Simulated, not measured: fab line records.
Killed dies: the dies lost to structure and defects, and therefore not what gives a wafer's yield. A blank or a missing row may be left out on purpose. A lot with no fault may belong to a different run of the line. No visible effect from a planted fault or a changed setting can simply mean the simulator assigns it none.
Comparing a struck lot with a sound one / flow sky130 / 40 out of 708 route steps
Sound: these wafers, L686.1, L686.2, L686.6. The struck wafers were L683.1, L683.3, L683.4. The cause is named last.
Order at every step that has rows: each side's tool, ch and its chambers, its first start. Under that, the readings that differ: sound wafers / struck wafers / difference of the means / sigmas: that difference in standard deviations of wafers without a fault.
alike: same words and numbers on both sides, and readings whose means sit less than 2 such deviations apart. not compared: any withheld reading, any reading some wafer has no value for, any bound like >300 that may hide the same value, and any number with overlapping values for which the record gives no deviation.
Wherever a step has rows on one side only, a row that says differs or no value, or a row with sigmas, the two part there. Non-overlapping numbers with no deviation appear without sigmas and do not part them. A reading missing from all wafers of one side parts the sides only when that side holds two or more wafers.

first, 5 steps without rows for these wafers: SKY_VIA3_STRIP_17 (strips in post etch residue remover, time 1200 s); SKY_VIA3_CLEAN_18 (cleans in IPA, time 180 s); SKY_VIA3_CLEAN_19 (cleans in O3/DIW); SKY_VIA3_SPUTTER_20 (material TiN, target thk 20 nm, time 80 s); SKY_VIA3_CVD_21 (deposits W, target thk 390 nm, time 117.31 s).
SKY_VIA3_RS_MEAS_22: measures by four-point-probe.
  sound on film metro-03 at day 45 06:47; struck on film metro-03 at day 44 15:42
  alike: VIA3_W_RS
SKY_VIA3_THK_MEAS_23: measures by xrf.
  sound on film metro-03 at day 45 06:54; struck on film metro-03 at day 44 15:49
  alike: VIA3_W_THK
then, 3 steps without rows for these wafers: SKY_VIA3_CMP_24 (polishes, stops on SiO2, t overpolish 20 s, target thk 0 nm); SKY_METAL4_SPUTTER_00 (material Ti, target thk 15 nm, time 10 s); SKY_METAL4_SPUTTER_01 (material TiN, target thk 20 nm, time 16.7 s).
SKY_METAL4_SPUTTER_02: material AlCu, target thk 735 nm, time 39.1 s.
  sound on pvd sputter-04 at day 45 07:19; struck on pvd sputter-04 at day 44 16:14
  alike: cathode dc power W, chamber pressure pa, throttle valve pct
then, 1 step without rows for these wafers: SKY_METAL4_SPUTTER_03 (material Ti, target thk 5 nm, time 3.3 s).
SKY_METAL4_SPUTTER_04: material TiN, target thk 70 nm, time 58.3 s.
  sound on pvd sputter-04 at day 45 07:22; struck on pvd sputter-04 at day 44 16:17
  no value came back on the struck wafers for cathode dc power W (W), chamber pressure pa (Pa), throttle valve pct (%); on the sound wafers cathode dc power W (W) reads 6499.6 6500.7 6499.9
SKY_CAP2M_CVD_00: deposits SiO2, target thk 15.5 nm.
  sound on pecvd-04 ch 1,2, day 45 07:25; struck on pecvd-01 ch 0,1,2, day 44 16:20
  alike: heater power w, susceptor temp C
then, 8 steps without rows for these wafers: SKY_CAP2M_SPUTTER_02 (material TiN, target thk 200 nm, time 166.7 s); SKY_CAP2M_DEHYDRATE_05 (time 60 s); SKY_CAP2M_HMDS_06 (prime time 60 s); SKY_CAP2M_COAT_07 (resist thk 1140 nm); SKY_CAP2M_SOFTBAKE_08 (time 60 s); SKY_CAP2M_EXPOSE_09 (exposes mask CAP2M, target cd 1000 nm); SKY_CAP2M_PEB_10; SKY_CAP2M_DEVELOP_11 (develop time 60 s).
SKY_CAP2M_OVL_MEAS_12:
  sound on overlay-01 at day 46 04:01; struck on overlay-02 at day 45 13:59
  alike: CAP2M_OVL
SKY_CAP2M_METAL_ETCH_13: etches TiN in Cl2/BCl3, stops on SiO2, target depth 220 nm, time 62.9 s.
  sound on rie metal-01 ch 0,1, day 46 04:03; struck on rie metal-04 ch 0,1, day 45 14:01
  alike: drypump motor current A, oes product au, throttle valve pct
  not compared: rf hours counter h
SKY_CAP2M_STRIP_14: strips in O2/N2.
  sound on plasma asher-02 ch 0,1, day 46 04:07; struck on plasma asher-04 ch 0,1, day 45 14:05
  alike: drypump motor current A, oes product au, strip time to endpoint s
  not compared: rf hours counter h
then, 11 steps without rows for these wafers: SKY_CAP2M_STRIP_15 (strips in post etch residue remover, time 1200 s); SKY_CAP2M_CLEAN_16 (cleans in IPA, time 180 s); SKY_CAP2M_CLEAN_17 (cleans in O3/DIW); SKY_METAL4_DEHYDRATE_05 (time 60 s); SKY_METAL4_HMDS_06 (prime time 60 s); SKY_METAL4_COAT_07 (resist thk 60 nm); SKY_METAL4_COAT_08 (resist thk 1140 nm); SKY_METAL4_SOFTBAKE_09 (time 90 s); SKY_METAL4_EXPOSE_10 (exposes mask MM4, target cd 300 nm); SKY_METAL4_PEB_11; SKY_METAL4_DEVELOP_12 (develop time 60 s).
SKY_METAL4_CD_MEAS_13: the cd target is 300 nm.
  sound on cd sem-02 at day 47 00:37; struck on cd sem-02 at day 46 10:58
  alike: cd nm
SKY_METAL4_OVL_MEAS_14:
  sound on overlay-02 at day 47 00:44; struck on overlay-02 at day 46 11:05
  alike: METAL4_OVL
SKY_METAL4_DESCUM_15: chemistry O2, time 8 s.
  sound on rie metal-03 ch 0,1, day 47 00:46; struck on rie metal-01 ch 0,1, day 46 11:07
  alike: drypump motor current A, oes product au
  not compared: rf hours counter h
SKY_METAL4_METAL_ETCH_18: etches the open film in Cl2/BCl3, stops on SiO2, target depth 845 nm, time 183.1 s.
  sound on rie metal-01 ch 0,1, day 47 00:55; struck on rie metal-03 ch 0,1, day 46 11:16
reading=oes product au (a.u.); sound=0.867 0.869 0.865; struck=0.819 0.820 0.822; difference=-0.047; sigmas=-8
  alike: drypump motor current A, throttle valve pct
  not compared: rf hours counter h

## WHERE THEY PART
At SKY_METAL4_SPUTTER_04 first; at SKY_METAL4_METAL_ETCH_18 last (within this record only).

WHY: what had been put in by the simulator
Beginning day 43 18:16, the whole step at SKY_METAL4_SPUTTER_04 was skipped on pvd sputter-04. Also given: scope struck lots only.
